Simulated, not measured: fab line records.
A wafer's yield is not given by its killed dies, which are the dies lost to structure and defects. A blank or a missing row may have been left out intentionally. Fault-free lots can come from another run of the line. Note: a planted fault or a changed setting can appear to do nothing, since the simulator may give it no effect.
The tool behind it: which one? ; flow gf180mcu ; 7 lots with 21 wafers sampled at 2 steps, on a route of 602 steps

== WHAT THE GAUGES SHOWED, per wafer ==
GF_VT_IMPLANT_OVL_MEAS_29.
lot;measured;on;VT_IMPLANT_02_OVL (nm)
L210;day 7 00:58;overlay-02;1.6 0.5 0.3
L212;day 8 02:21;overlay-01;-0.6 -0.8 -0.8
L218;day 9 07:00;overlay-02;1.1 1.9 1.6
L221;day 10 01:39;overlay-01;-1.2 0.6 0.1
L226;day 11 21:49;overlay-01;- - -
L230;day 12 14:55;overlay-02;-1.0 0.5 0.4
L232;day 13 06:42;overlay-01;3.3 2.2 1.5

== WHICH TOOL RAN EACH LOT (tool, then ch and the chambers of the sampled wafers, then the start) ==
lot;GF_VT_IMPLANT_COAT_24
L210;litho track-04 ch 0, day 6 17:00
L212;litho track-01 ch 0, day 7 18:01
L218;litho track-01 ch 0, day 8 22:36
L221;litho track-01 ch 0, day 9 16:51
L226;litho track-03, day 11 12:02
L230;litho track-03 ch 0, day 12 05:23
L232;litho track-04 ch 0, day 12 20:27
- GF_VT_IMPLANT_COAT_24: resist thk 1000 nm.

== THE ANSWER, worked out from the rows above alone ==
Rule: what is usual is taken from the lots themselves. Put in order of their means at a reading, lots are off if they are a third of the lots or fewer, leave a main group of 4 or more, and stand apart from it by a gap of 3 or more times the standard deviation of the main group's means; of several such gaps the widest counts. If all means in a main group match to the digits the tables above print for the reading, that group is not used. Also off: a lot with no number at a reading for which 4 or more lots have one. Where the step has rows for the other lots, those lots are counted as sound.
Off: L226, at GF_VT_IMPLANT_OVL_MEAS_29 (VT_IMPLANT_02_OVL). Without a number there: L226. Mean 0.6 nm and standard deviation 1.1 in the main group.
A tool fits if, at a process step before that reading, it ran every lot that is off, and no sound lot after the first of them. Gauges at GF_VT_IMPLANT_OVL_MEAS_29: tried the same way as those tools. Not one of the candidates tried fits.

== WHAT HAD BEEN PUT IN BY THE SIMULATOR ==
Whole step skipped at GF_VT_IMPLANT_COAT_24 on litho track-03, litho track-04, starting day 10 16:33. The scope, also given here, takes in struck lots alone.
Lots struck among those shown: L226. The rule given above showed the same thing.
